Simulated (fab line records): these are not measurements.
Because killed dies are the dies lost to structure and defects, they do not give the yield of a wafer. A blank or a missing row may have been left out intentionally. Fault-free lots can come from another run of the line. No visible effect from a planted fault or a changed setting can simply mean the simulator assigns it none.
The tool behind it: which one? -- flow sky130 -- route of 708 steps, sampled at 1 step: 10 lots, 30 wafers

WHAT THE GAUGES SHOWED, per wafer
SKY_FIELD_ISO_THK_MEAS_02.
lot,measured,on,FIELD_ISO_OXIDATION_00_THK (nm)
L329,day 1 11:58,film metro-01,12.18 11.73 11.87
L330,day 1 16:38,film metro-02,11.97 11.97 11.80
L335,day 2 17:38,film metro-01,13.10 13.32 13.30 13.08 13.34 13.35
L339,day 3 13:55,film metro-01,13.12 12.93 13.03 13.14 12.97 13.01
L341,day 3 23:38,film metro-01,12.68 12.77 12.61
L343,day 4 13:26,film metro-04,12.20 12.14 12.37
L344,day 4 20:47,film metro-04,11.96 12.18 12.35
L347,day 5 05:38,film metro-04,11.86 12.02 11.82
L349,day 5 16:46,film metro-02,12.09 12.11 12.09
L352,day 6 07:40,film metro-04,11.93 11.73 11.83

WHAT TOOL EACH LOT RAN ON (gives the tool, then ch and the chambers of the sampled wafers, and finally the start)
No process step before these readings appears in the record.

THE ANSWER, worked out from the rows above alone
Rule: the lots themselves supply what counts as usual. The widest of any qualifying gaps counts: lots, ordered by their means at a reading, are off when they make up no more than a third of the lots, leave a main group of 4 or more, and stand apart from it by 3 or more times the standard deviation of that group's means. Not used: any main group whose means are identical at the precision the tables above print for the reading. A lot without any number at a reading at which 4 lots or more have one is off too. Any other lot the step has rows for is counted as sound.
Off: L335, L339, L341, at SKY_FIELD_ISO_THK_MEAS_02 (FIELD_ISO_OXIDATION_00_THK). The main group has a mean of 12.01 nm with a standard deviation of 0.14.
If a tool, at a process step before that reading, ran all the lots that are off and no sound lot after the first of them, it fits. The gauges at SKY_FIELD_ISO_THK_MEAS_02 are tried like those tools. One fits: SKY_FIELD_ISO_THK_MEAS_02 on film metro-01. A fault onset in the window from L329 (day 1 11:58, its last sound lot) to L335 (day 2 17:38, its first lot off) fits.

WHAT THE SIMULATOR HAD PUT IN
Metrology matching offset: film metro-01, from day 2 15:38 on, at SKY_FIELD_ISO_THK_MEAS_02. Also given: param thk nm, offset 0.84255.
Lots struck among those shown: L335, L339, L341. Same finding as the rule above.
